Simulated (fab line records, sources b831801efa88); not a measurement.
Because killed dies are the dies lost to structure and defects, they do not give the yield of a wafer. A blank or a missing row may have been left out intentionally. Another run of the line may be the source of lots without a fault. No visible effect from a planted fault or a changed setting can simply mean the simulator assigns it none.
fab line records ; flow gf180mcu
[record] lots = 14; wafers = 42; last-day = 34
route steps=602 shown M4@460 V4@488
lots untouched by any fault: they come from a run of this same line in which no faults occurred
start-h: start of the lot's first displayed wafer, in hours after the record's first day ; wait-h: how many hours have passed since the lot's step before this one ; " identical to the entry in the row above ; L1.1+2: several wafers, shown together as one row ; - no value present, or no start provided ; * or withheld: withheld ; < > ~ a bound
route shown NAME@n: names a module that has steps shown in the file, with the first one's number in the route ; usual: mean and standard deviation over wafers with no fault ; same: alike in all rows ; chamber/n: place in a boat ; sites: per-site readings ; _std_site: how widely they spread, as a standard deviation ; _edge_site: outer sites' mean less inner sites' ; radius-mm: how far each site lies from the wafer's centre ; mask NAME#n: copy n ; behind: the last tool/chamber to shape the wafer ; hold: why the lot went on hold/how many hours it stayed there/how the hold came to an end ; device: names the non-switching transistor (n, p or np) ; end of line: the tests these same wafers got at the end of their route ; a step given without rows: its recipe and nothing more ; killed: count of dies lost to structure and defects at first sort (not the wafer's yield) ; map: a wafer's dies, marking killed ones x, the rest . and places with no die _
set.NAME: the setting the step ran with; set.NAME@STEP: the setting that earlier step ran with ; model.NAME: the simulator's own value behind a step, which no gauge read
one table for each step of the route and one row for each wafer, over a sample of lots
services: a tool's chamber out of use, with start hour (start-h, from the record's first day; less than 0 if before it), hours out, and reason
[[steps]]
[step GF_M4_SPUTTER_04]
[recipe] material = TiN; target-thk-nm = 50; power-w = 6500; time-s = 41.15; chamber-pressure-pa = 0.4
[usual] cathode-dc-power-W = 6500.0/1.2; throttle-valve-pct = 30.3/1.1
lot.wafer;tool;chamber;start-h;wait-h;cathode-dc-power-W;throttle-valve-pct
L680.1;pvd-sputter-01;-;522.93;0.0;6500.3;28.7
L680.2;pvd-sputter-01;-;522.93;0.0;6499.8;30.7
L680.4;pvd-sputter-01;-;522.93;0.0;6500.4;30.8
L681.1;pvd-sputter-02;-;527.78;0.0;6497.6;31.3
L681.4;pvd-sputter-02;-;527.78;0.0;6501.7;32.5
L681.5;pvd-sputter-02;-;527.78;0.0;6499.1;31.3
L683.2;pvd-sputter-01;-;544.03;0.0;6498.1;30.9
L683.3;pvd-sputter-01;-;544.03;0.0;6499.2;28.5
L683.6;pvd-sputter-01;-;544.03;0.0;6498.8;28.8
L690.1;pvd-sputter-02;-;602.69;0.0;6500.1;30.0
L690.4;pvd-sputter-02;-;602.69;0.0;6500.8;31.0
L690.6;pvd-sputter-02;-;602.69;0.0;6500.8;30.9
L691.1;pvd-sputter-04;-;611.29;0.0;6499.0;30.8
L691.5;pvd-sputter-04;-;611.29;0.0;6500.7;30.9
L691.6;pvd-sputter-04;-;611.29;0.0;6499.1;30.5
L694.3;pvd-sputter-01;-;633.88;0.0;6500.4;30.6
L694.4;pvd-sputter-01;-;633.88;0.0;6500.6;31.3
L694.6;pvd-sputter-01;-;633.88;0.0;6499.5;30.0
L696.2;pvd-sputter-04;-;647.53;0.0;6502.0;29.6
L696.5;pvd-sputter-04;-;647.53;0.0;6499.1;30.1
L696.6;pvd-sputter-04;-;647.53;0.0;6499.8;29.8
L697.1;pvd-sputter-02;-;659.63;0.0;6501.0;30.0
L697.3;pvd-sputter-02;-;659.63;0.0;6499.2;28.6
L697.4;pvd-sputter-02;-;659.63;0.0;6499.5;32.7
L698.2;pvd-sputter-02;-;663.29;0.0;6500.3;31.3
L698.3;pvd-sputter-02;-;663.29;0.0;6501.2;32.7
L698.6;pvd-sputter-02;-;663.29;0.0;6499.8;30.0
L699.2;pvd-sputter-01;-;671.17;0.0;6499.2;29.9
L699.3;pvd-sputter-01;-;671.17;0.0;6500.3;30.7
L699.4;pvd-sputter-01;-;671.17;0.0;6501.3;30.9
L700.1;pvd-sputter-02;-;678.05;0.0;6499.5;30.1
L700.2;pvd-sputter-02;-;678.05;0.0;6499.3;31.1
L700.5;pvd-sputter-02;-;678.05;0.0;6501.0;30.1
L701.4;pvd-sputter-04;-;684.62;0.0;6499.1;30.7
L701.5;pvd-sputter-04;-;684.62;0.0;6500.1;30.5
L701.6;pvd-sputter-04;-;684.62;0.0;6501.8;29.8
L702.2;pvd-sputter-04;-;687.55;0.0;6500.3;29.7
L702.5;pvd-sputter-04;-;687.55;0.0;6500.6;29.2
L702.6;pvd-sputter-04;-;687.55;0.0;6500.9;29.5
L703.1;pvd-sputter-01;-;695.65;0.0;6501.1;31.0
L703.2;pvd-sputter-01;-;695.65;0.0;6499.3;30.7
L703.3;pvd-sputter-01;-;695.65;0.0;6496.9;29.9
[step GF_M4_CD_MEAS_14]
[recipe] target-cd-nm = 280
[usual] cd-nm = 280.5/1.3
lot.wafer;tool;chamber;start-h;wait-h;cd-nm
L680.1;cd-sem-01;-;546.12;0.1;278.0
L680.2;cd-sem-01;-;546.12;0.1;277.7
L680.4;cd-sem-01;-;546.12;0.1;278.1
L681.1;cd-sem-02;-;550.62;0.1;281.7
L681.4;cd-sem-02;-;550.62;0.1;281.1
L681.5;cd-sem-02;-;550.62;0.1;279.8
L683.2;cd-sem-01;-;566.17;0.1;281.1
L683.3;cd-sem-01;-;566.17;0.1;282.6
L683.6;cd-sem-01;-;566.17;0.1;281.6
L690.1;cd-sem-01;-;623.60;0.1;279.6
L690.4;cd-sem-01;-;623.60;0.1;279.2
L690.6;cd-sem-01;-;623.60;0.1;279.5
L691.1;cd-sem-01;-;632.20;0.1;280.8
L691.5;cd-sem-01;-;632.20;0.1;280.2
L691.6;cd-sem-01;-;632.20;0.1;280.5
L694.3;cd-sem-01;-;653.89;0.1;278.5
L694.4;cd-sem-01;-;653.89;0.1;278.8
L694.6;cd-sem-01;-;653.89;0.1;278.6
L696.2;cd-sem-01;-;667.32;0.1;280.3
L696.5;cd-sem-01;-;667.32;0.1;279.7
L696.6;cd-sem-01;-;667.32;0.1;281.1
L697.1;cd-sem-02;-;678.80;0.1;282.5
L697.3;cd-sem-02;-;678.80;0.1;282.9
L697.4;cd-sem-02;-;678.80;0.1;283.2
L698.2;cd-sem-02;-;682.17;0.1;282.0
L698.3;cd-sem-02;-;682.17;0.1;280.9
L698.6;cd-sem-02;-;682.17;0.1;281.6
L699.2;cd-sem-01;-;690.10;0.1;281.9
L699.3;cd-sem-01;-;690.10;0.1;281.1
L699.4;cd-sem-01;-;690.10;0.1;279.9
L700.1;cd-sem-02;-;696.45;0.1;281.4
L700.2;cd-sem-02;-;696.45;0.1;280.5
L700.5;cd-sem-02;-;696.45;0.1;280.1
L701.4;cd-sem-02;-;703.26;0.1;282.4
L701.5;cd-sem-02;-;703.26;0.1;282.6
L701.6;cd-sem-02;-;703.26;0.1;281.7
L702.2;cd-sem-02;-;706.07;0.1;281.6
L702.5;cd-sem-02;-;706.07;0.1;282.4
L702.6;cd-sem-02;-;706.07;0.1;282.3
L703.1;cd-sem-01;-;714.05;0.1;281.1
L703.2;cd-sem-01;-;714.05;0.1;280.7
L703.3;cd-sem-01;-;714.05;0.1;281.2
[step GF_V4_PEB_12]
[recipe] peb-temp-c = 135; peb-time-s = 90; resist = KrF
[usual] chill-plate-temp-C = 22.98/0.12; exhaust-pa = 45.1/0.88; peb-time-s = 90/0
lot.wafer;tool;chamber;start-h;wait-h;chill-plate-temp-C;exhaust-pa;peb-time-s
L680.1;litho-track-01;0;569.49;-;22.95;44.6;90
L680.2;litho-track-01;0;569.49;-;23.15;42.5;90
L680.4;litho-track-01;0;569.49;-;23.12;44.1;90
L681.1;litho-track-01;0;573.69;-;22.90;46.1;90
L681.4;litho-track-01;0;573.69;-;22.89;45.1;90
L681.5;litho-track-01;0;573.69;-;23.00;47.0;90
L683.2;litho-track-04;0;588.74;-;22.98;44.4;90
L683.3;litho-track-04;0;588.74;-;22.78;44.6;90
L683.6;litho-track-04;0;588.74;-;23.04;43.8;90
L690.1;litho-track-04;-;645.10;-;-;-;-
L690.4;litho-track-04;-;645.10;-;-;-;-
L690.6;litho-track-04;-;645.10;-;-;-;-
L691.1;litho-track-04;-;653.10;-;-;-;-
L691.5;litho-track-04;-;653.10;-;-;-;-
L691.6;litho-track-04;-;653.10;-;-;-;-
L694.3;litho-track-03;0;674.87;-;22.97;43.4;90
L694.4;litho-track-03;0;674.87;-;22.77;43.8;90
L694.6;litho-track-03;0;674.87;-;22.93;44.4;90
L696.2;litho-track-01;0;687.37;-;22.87;44.5;90
L696.5;litho-track-01;0;687.37;-;22.88;46.2;90
L696.6;litho-track-01;0;687.37;-;23.06;45.9;90
L697.1;litho-track-04;0;698.85;-;22.73;47.2;90
L697.3;litho-track-04;0;698.85;-;22.81;45.8;90
L697.4;litho-track-04;0;698.85;-;22.76;46.7;90
L698.2;litho-track-03;0;701.89;-;23.02;45.3;90
L698.3;litho-track-03;0;701.89;-;22.90;47.0;90
L698.6;litho-track-03;0;701.89;-;23.07;44.7;90
L699.2;litho-track-03;0;709.49;-;22.96;44.5;90
L699.3;litho-track-03;0;709.49;-;22.88;44.5;90
L699.4;litho-track-03;0;709.49;-;23.03;44.5;90
L700.1;litho-track-04;0;715.90;-;22.92;45.1;90
L700.2;litho-track-04;0;715.90;-;23.13;45.3;90
L700.5;litho-track-04;0;715.90;-;23.14;46.4;90
L701.4;litho-track-04;0;722.65;-;22.97;44.8;90
L701.5;litho-track-04;0;722.65;-;22.91;44.7;90
L701.6;litho-track-04;0;722.65;-;22.99;43.8;90
L702.2;litho-track-04;0;724.88;-;22.88;45.6;90
L702.5;litho-track-04;0;724.88;-;22.96;45.7;90
L702.6;litho-track-04;0;724.88;-;22.76;45.9;90
L703.1;litho-track-01;0;732.59;-;22.88;45.0;90
L703.2;litho-track-01;0;732.59;-;23.02;45.0;90
L703.3;litho-track-01;0;732.59;-;22.97;45.9;90
[step GF_V4_STRIP_18]
[recipe] chemistry = O2/N2; power-w = 1400; pressure-mtorr = 1500; platen-temp-c = 250; o2-flow-sccm = 3000; n2-flow-sccm = 300; overash-fraction = 0.5
[usual] drypump-motor-current-A = 5.6/0.49; heater-power-w = 319/22; n2-flow-sccm = 300.0/0.88; o2-flow-sccm = 3001/8.1; oes-product-au = 0.593/0.0048; platen-temp-c = 250.04/0.19
lot.wafer;tool;chamber;start-h;wait-h;drypump-motor-current-A;heater-power-w;n2-flow-sccm;o2-flow-sccm;oes-product-au;platen-temp-c;rf-hours-counter-h
L680.1;plasma-asher-01;1;570.12;-;5.8;301;299.7;2993;0.596;250.35;96
L680.2;plasma-asher-01;0;570.12;-;6.2;284;298.9;3003;0.590;250.08;96
L680.4;plasma-asher-01;0;570.12;-;6.2;292;299.4;3005;0.592;250.19;-
L681.1;plasma-asher-01;0;574.32;-;6.2;288;299.8;3003;0.590;250.15;96
L681.4;plasma-asher-01;1;574.32;-;5.8;297;299.4;2992;0.596;249.98;-
L681.5;plasma-asher-01;1;574.32;-;5.8;307;300.0;2997;0.587;249.72;-
L683.2;plasma-asher-03;1;589.34;-;6.0;358;300.4;2996;0.592;250.09;81
L683.3;plasma-asher-03;0;589.34;-;4.9;333;299.1;2999;0.583;250.08;-
L683.6;plasma-asher-03;0;589.34;-;4.8;325;299.9;2998;0.597;250.03;-
L690.1;plasma-asher-04;1;645.74;-;5.6;335;300.8;2998;0.589;249.99;56
L690.4;plasma-asher-04;0;645.74;-;5.1;305;300.8;3002;0.591;249.73;-
L690.6;plasma-asher-04;0;645.74;-;5.1;296;299.8;3000;0.595;250.15;-
L691.1;plasma-asher-04;0;653.74;-;5.1;304;300.3;3009;0.592;249.91;57
L691.5;plasma-asher-04;0;653.74;-;5.1;304;300.2;3011;0.603;250.41;-
L691.6;plasma-asher-04;1;653.74;-;5.6;324;299.7;3009;0.593;249.96;-
L694.3;plasma-asher-01;0;675.47;-;6.2;286;300.5;3004;0.603;250.18;-
L694.4;plasma-asher-01;1;675.47;-;5.8;299;299.1;2991;0.594;250.04;-
L694.6;plasma-asher-01;1;675.47;-;5.8;305;299.8;2992;0.590;250.11;-
L696.2;plasma-asher-03;1;687.97;-;6.0;347;301.0;3000;0.590;250.01;92
L696.5;plasma-asher-03;0;687.97;-;4.8;328;300.2;2977;0.590;250.12;-
L696.6;plasma-asher-03;1;687.97;-;6.0;338;299.4;3008;0.598;250.22;-
L697.1;plasma-asher-03;0;699.49;-;4.8;332;299.1;2993;0.590;250.33;93
L697.3;plasma-asher-03;1;699.49;-;6.0;351;299.2;3005;0.593;249.97;-
L697.4;plasma-asher-03;0;699.49;-;4.9;331;300.4;2997;0.595;249.76;-
L698.2;plasma-asher-04;1;702.49;-;5.6;332;301.3;3010;0.595;250.27;62
L698.3;plasma-asher-04;1;702.49;-;5.6;334;300.7;2984;0.588;249.87;-
L698.6;plasma-asher-04;1;702.49;-;5.6;334;300.2;3011;0.592;249.87;-
L699.2;plasma-asher-04;1;710.09;-;5.6;327;298.5;3008;0.597;250.43;63
L699.3;plasma-asher-04;1;710.09;-;5.6;342;300.7;2995;0.591;250.16;-
L699.4;plasma-asher-04;0;710.09;-;5.1;309;298.6;3004;0.593;250.16;-
L700.1;plasma-asher-01;1;716.54;-;5.8;310;301.6;2992;0.597;250.12;111
L700.2;plasma-asher-01;0;716.54;-;6.2;287;299.7;2999;0.597;250.28;111
L700.5;plasma-asher-01;1;716.54;-;5.8;305;300.1;3007;0.585;249.78;-
L701.4;plasma-asher-01;0;723.22;-;6.2;276;298.4;2999;0.600;250.07;-
L701.5;plasma-asher-01;1;723.22;-;5.8;304;300.5;3003;0.589;249.99;-
L701.6;plasma-asher-01;0;723.22;-;6.2;282;299.4;2993;0.597;250.07;-
L702.2;plasma-asher-03;0;725.49;-;4.9;332;300.7;2999;0.585;249.85;96
L702.5;plasma-asher-03;0;725.49;-;4.9;329;299.2;3001;0.599;250.11;-
L702.6;plasma-asher-03;1;725.49;-;6.0;342;298.2;3026;0.584;250.26;-
L703.1;plasma-asher-03;1;733.22;-;6.0;344;298.8;2991;0.586;249.98;97
L703.2;plasma-asher-03;0;733.22;-;4.9;335;299.9;3002;0.594;249.79;97
L703.3;plasma-asher-03;1;733.22;-;6.0;350;298.9;2999;0.590;249.91;-
[[services]]
tool;chamber;start-h;hours;kind
pvd-sputter-04;-;521.92;4.1;repair
pvd-sputter-02;-;538.49;8.1;repair
pvd-sputter-01;-;554.01;1.5;repair
pvd-sputter-02;-;591.09;1.5;repair
plasma-asher-01;-;617.27;2.8;pm
plasma-asher-03;-;620.67;1.0;repair
pvd-sputter-02;-;626.30;7.5;repair
pvd-sputter-02;-;643.61;5.7;repair
pvd-sputter-04;-;644.94;2.1;repair
plasma-asher-03;-;651.20;2.9;repair
pvd-sputter-04;-;691.92;3.6;repair
[[key]]
[first-sign] step = GF_V4_PEB_12; reading = tool-record; direction = missing
effect none on later readings
met-at GF_V4_PEB_12
struck-lots L690,L691
later-rows-left-out L690.1,L690.4,L690.6,L691.1,L691.5,L691.6
sort-left-out L690.1,L690.4,L690.6,L691.1,L691.5,L691.6
tester-left-out L690
not-acting-at GF_M4_SPUTTER_04,GF_M4_CD_MEAS_14,GF_V4_STRIP_18
onset-between 588.74 645.10
[earlier-fault] kind = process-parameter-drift; tool = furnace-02; chamber = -; onset-h = 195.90; steps = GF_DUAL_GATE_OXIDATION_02; channel = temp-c; offset = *; shape = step; end-h = 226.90; acts-in = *; stated = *
[fault] kind = skipped-step-whole; tool = litho-track-04; chamber = -; onset-h = 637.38; steps = GF_V4_PEB_12; scope = struck-lots-only
// tester-left-out: of these lots the tester's yield and bins aren't shown, on N5 and GAA mostly nor the transistor test; their killed dies are dies lost to structure and defects alone, not to doping, threshold or leakage, so they don't give the yield
// sort-left-out: the simulated sort isn't trusted on such a fault, so these wafers' sort isn't shown, and their yield isn't known
// later-rows-left-out: the simulator's readings of these wafers behind a module that went badly wrong aren't trusted and aren't shown, but for the sort
